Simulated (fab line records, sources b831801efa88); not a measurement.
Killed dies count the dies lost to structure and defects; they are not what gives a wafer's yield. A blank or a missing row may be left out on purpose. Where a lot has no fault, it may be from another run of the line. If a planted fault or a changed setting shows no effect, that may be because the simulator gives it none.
Matching of chambers :: flow sky130 :: cmp-01 running SKY_FIELD_ISO_CMP_27: 4 sister chambers
The step polishes, stops on Si3N4, t overpolish 16 s, target thk 457.8 nm. 17 wafers are shown with their chamber, then 8 later ones without.

## EACH WAFER AND ITS CHAMBER
wafer: L989.1
chamber: 1
time to endpoint s (s): 101
motor current A (A): 12.5
platen rpm (rpm): 60.07

wafer: L989.2
chamber: 0
time to endpoint s (s): 110
motor current A (A): 11.9
platen rpm (rpm): 59.97

wafer: L989.3
chamber: 3
time to endpoint s (s): 111
motor current A (A): 12.6
platen rpm (rpm): 60.01

wafer: L991.3
chamber: 3
time to endpoint s (s): 108
motor current A (A): 12.7
platen rpm (rpm): 60.00

wafer: L991.4
chamber: 0
time to endpoint s (s): 110
motor current A (A): 11.5
platen rpm (rpm): 59.98

wafer: L991.5
chamber: 3
time to endpoint s (s): 105
motor current A (A): 12.5
platen rpm (rpm): 60.04

wafer: L992.2
chamber: 1
time to endpoint s (s): 102
motor current A (A): 12.9
platen rpm (rpm): 59.97

wafer: L992.3
chamber: 3
time to endpoint s (s): 112
motor current A (A): 12.9
platen rpm (rpm): 60.01

wafer: L992.4
chamber: 0
time to endpoint s (s): 114
motor current A (A): 12.2
platen rpm (rpm): 60.03

wafer: L993.1
chamber: 3
time to endpoint s (s): 109
motor current A (A): 13.4
platen rpm (rpm): 60.06

wafer: L993.3
chamber: 2
time to endpoint s (s): 115
motor current A (A): 13.3
platen rpm (rpm): 60.02

wafer: L993.6
chamber: 0
time to endpoint s (s): 108
motor current A (A): 11.7
platen rpm (rpm): 60.05

wafer: L997.4
chamber: 1
time to endpoint s (s): 103
motor current A (A): 12.6
platen rpm (rpm): 59.95

wafer: L997.5
chamber: 0
time to endpoint s (s): 117
motor current A (A): 12.3
platen rpm (rpm): 60.01

wafer: L998.3
chamber: 2
time to endpoint s (s): 117
motor current A (A): 12.8
platen rpm (rpm): 60.03

wafer: L998.5
chamber: 2
time to endpoint s (s): 114
motor current A (A): 12.8
platen rpm (rpm): 59.95

wafer: L108.3
chamber: 3
time to endpoint s (s): 112
motor current A (A): 13.0
platen rpm (rpm): 59.99

SIGNATURES (averages over the wafers above)
reading: time to endpoint s
chamber 0: 111.80
chamber 1: 102.00
chamber 2: 115.33
chamber 3: 109.50
scatter within a chamber: 2.73

reading: motor current A
chamber 0: 11.920
chamber 1: 12.667
chamber 2: 12.967
chamber 3: 12.850
scatter within a chamber: 0.308

reading: platen rpm
chamber 0: 60.0080
chamber 1: 59.9967
chamber 2: 60.0000
chamber 3: 60.0183
scatter within a chamber: 0.0393
Rule: for each reading, subtract the chamber's mean from the wafer's reading, divide by that reading's scatter and square the result; add these up over the readings and take the root, which gives the wafer's distance from the chamber. If the next closest chamber is less than 2 further off than the closest, the wafer can't be placed; otherwise it belongs to the closest. The scatter: take each reading less its chamber's mean, square it, sum over the shown wafers, divide by the number of wafers less the number of chambers, and take the root.

## WAFERS WHOSE CHAMBER IS MISSING
wafer: L108.4
time to endpoint s (s): 112
motor current A (A): 11.9
platen rpm (rpm): 59.97

wafer: L108.5
time to endpoint s (s): 113
motor current A (A): 11.7
platen rpm (rpm): 59.95

wafer: L109.1
time to endpoint s (s): 116
motor current A (A): 12.3
platen rpm (rpm): 59.97

wafer: L109.3
time to endpoint s (s): 113
motor current A (A): 12.4
platen rpm (rpm): 60.03

wafer: L109.6
time to endpoint s (s): 107
motor current A (A): 12.5
platen rpm (rpm): 60.04

wafer: L111.1
time to endpoint s (s): 112
motor current A (A): 12.5
platen rpm (rpm): 59.92

wafer: L111.4
time to endpoint s (s): 110
motor current A (A): 11.9
platen rpm (rpm): 60.03

wafer: L111.6
time to endpoint s (s): 112
motor current A (A): 11.6
platen rpm (rpm): 60.05

## WHICH CHAMBER EACH WENT THROUGH
wafer: L108.4
from the rows above: 0
in truth: 0

wafer: L108.5
from the rows above: 0
in truth: 0

wafer: L109.1
from the rows above: can't be placed: 0 or 2 or 3
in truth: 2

wafer: L109.3
from the rows above: can't be placed: 0 or 3 or 2
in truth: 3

wafer: L109.6
from the rows above: can't be placed: 3 or 1 or 0 or 2
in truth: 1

wafer: L111.1
from the rows above: can't be placed: 2 or 3 or 0 or 1
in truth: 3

wafer: L111.4
from the rows above: 0
in truth: 0

wafer: L111.6
from the rows above: 0
in truth: 0
4 of 8 placed correctly. Unplaceable from these rows: 4, with the true chamber sitting among the candidates in 4. 0 placed wrongly.
